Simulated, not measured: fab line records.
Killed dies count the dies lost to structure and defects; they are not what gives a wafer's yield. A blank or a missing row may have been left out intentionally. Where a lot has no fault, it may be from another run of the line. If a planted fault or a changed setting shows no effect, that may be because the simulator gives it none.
Comparing a struck lot with a sound one | flow sky130 | 18 steps out of a route of 708
Sound: the wafers L646.1, L646.4, L646.6. Wafers struck: L661.1, L661.5, L661.6. At the end, the cause is stated.
For every step that has rows: the tool of each side, followed by ch and its chambers, followed by its first start. Under that, the readings that differ: sound wafers | struck wafers | difference of the means | sigmas: that difference in standard deviations of wafers without a fault.
alike: readings with means less than 2 such deviations apart, plus words and numbers identical on both sides. not compared: withheld readings, readings lacking a value on some wafer, bounds such as >300 that could conceal the same value, and numbers that have no deviation in the record and whose values overlap.
The two part at a step that has a row with sigmas, a row that says differs or no value, or rows on one side only. Numbers that don't overlap but have no deviation are shown without sigmas and don't part them. A reading that every wafer of one side lacks parts them only if that side has two wafers or more.

SKY_CONTACT_CMP_04: polishes SiO2.
  sound on cmp-02 ch 0,2,3, day 32 02:11; struck on cmp-02 ch 2,3, day 36 18:32
  alike: motor_current_A, retaining_ring_pressure_frac, time_to_endpoint_s
SKY_CONTACT_BOW_MEAS_05:
  struck on film_metro-03, day 36 18:50; sound on film_metro-03, day 32 02:26
  alike: CONTACT_BOW
then, 8 steps without rows for these wafers: SKY_CONTACT_DEHYDRATE_06 (time 60 s); SKY_CONTACT_HMDS_07 (prime time 60 s); SKY_CONTACT_COAT_08 (resist thk 60 nm); SKY_CONTACT_COAT_09 (resist thk 450 nm); SKY_CONTACT_SOFTBAKE_10 (time 90 s); SKY_CONTACT_EXPOSE_11 (exposes mask CTM1, target cd 170 nm); SKY_CONTACT_PEB_12; SKY_CONTACT_DEVELOP_13 (develop time 60 s).
SKY_CONTACT_CD_MEAS_14 targets a cd of 170 nm.
  struck on cd_sem-01, day 37 21:06; sound on cd_sem-02, day 33 04:35
  alike: cd_nm
SKY_CONTACT_OVL_MEAS_15:
  struck on overlay-01, day 37 21:13; sound on overlay-02, day 33 04:43
  alike: CONTACT_OVL
SKY_CONTACT_ETCH_16: etches BARC in N2/H2, stops on SiO2, time 45.9 s, target depth 60 nm.
  sound on rie_diel-04 ch 0,1,2, day 33 04:44; struck on rie_diel-03 ch 1,2,3, day 37 21:15
  no value came back on the struck wafers for any of 7 readings (bias_w (W), chamber_pressure_mTorr (mTorr) and others); on the sound wafers bias_w (W) reads 100.7 100.2 100.3
  reading                                        | sound             | struck            | difference | sigmas
  model.KrF-thick_of_CONTACT_COAT_09.thk_nm (nm) | 393.7 393.1 391.8 | 434.1 434.6 434.9 | +41.7      |
  not compared: rf_hours_counter_h
SKY_CONTACT_ETCH_17: etches SiO2 in C4F8/O2/Ar, stops on Si3N4, target depth 340 nm.
  sound on rie_diel-04 ch 0,1,2, day 33 04:47; struck on rie_diel-03 ch 1,2,3, day 37 21:18
  reading               | sound             | struck            | difference | sigmas
  oes_product_au (a.u.) | 0.896 0.888 0.901 | 0.376 0.382 0.375 | -0.517     | -98
  alike: bias_w, chamber_pressure_mTorr
SKY_CONTACT_ETCH_18: etches Si3N4 in CHF3/O2, stops on TiN, time 39 s, target depth 75 nm.
  sound on rie_diel-04 ch 0,1,2; struck on rie_diel-03 ch 1,2,3
  reading                                        | sound             | struck            | difference | sigmas
  oes_product_au (a.u.)                          | 0.847 0.856 0.873 | 0.375 0.381 0.370 | -0.483     | -65
  throttle_valve_pct (%)                         | 8.793 8.798 8.791 | 8.674 8.678 8.687 | -0.114     | -12
  model.KrF-thick_of_CONTACT_COAT_09.thk_nm (nm) | 243.1 243 242.1   | 285.2 285.6 284.9 | +42.5      |
  alike: O2_flow_sccm, bias_w, drypump_motor_current_A
  not compared: rf_hours_counter_h
SKY_CONTACT_STRIP_19: strips in O2/N2.
  sound on plasma_asher-04 ch 0,1, day 33 04:53; struck on plasma_asher-02 ch 0,1, day 37 21:23
  reading                      | sound             | struck            | difference | sigmas
  oes_product_au (a.u.)        | 0.380 0.385 0.376 | 0.408 0.395 0.393 | +0.018     | +4
  strip_time_to_endpoint_s (s) | 3.622 3.620 3.624 | 4.068 4.081 4.046 | +0.443     | +20
  alike: drypump_motor_current_A, n2_flow_sccm
  not compared: rf_hours_counter_h
then, 1 step without rows for these wafers: SKY_CONTACT_STRIP_20 (strips in post etch residue remover, time 1200 s).
-- the record jumps here: 12 days lie between the struck wafers' starts before and after (it left off in module CONTACT and takes up again in module PAD_OPEN, whose first step shown is number 708 of the route) --
SKY_PAD_OPEN_PROBE_99:
  struck on prober-01, day 50 06:41; sound on prober-01, day 47 02:13
  reading            | sound     | struck      | difference | sigmas
  killed_at_M0_to_M3 | 41 67 33  | 232 243 219 | +184       | +23
  killed_at_M4_up    | 2 2 1     | 69 66 76    | +69        | +43
  killed_at_contacts | 23 24 23  | 107 118 124 | +93        | +18
  killed_at_other    | 0 0 0     | 60 55 56    | +57        | +99 or more
  killed_dies        | 85 111 66 | 492 492 492 | +405       | +40
  killed_on_rim      | 14 23 16  | 96 96 96    | +78        | +21
  alike: killed_at_front_end, killed_open, killed_short

== WHERE THEY PART ==
At SKY_CONTACT_ETCH_16 first; at SKY_PAD_OPEN_PROBE_99 last (within this record only).

WHY: what had been put in by the simulator
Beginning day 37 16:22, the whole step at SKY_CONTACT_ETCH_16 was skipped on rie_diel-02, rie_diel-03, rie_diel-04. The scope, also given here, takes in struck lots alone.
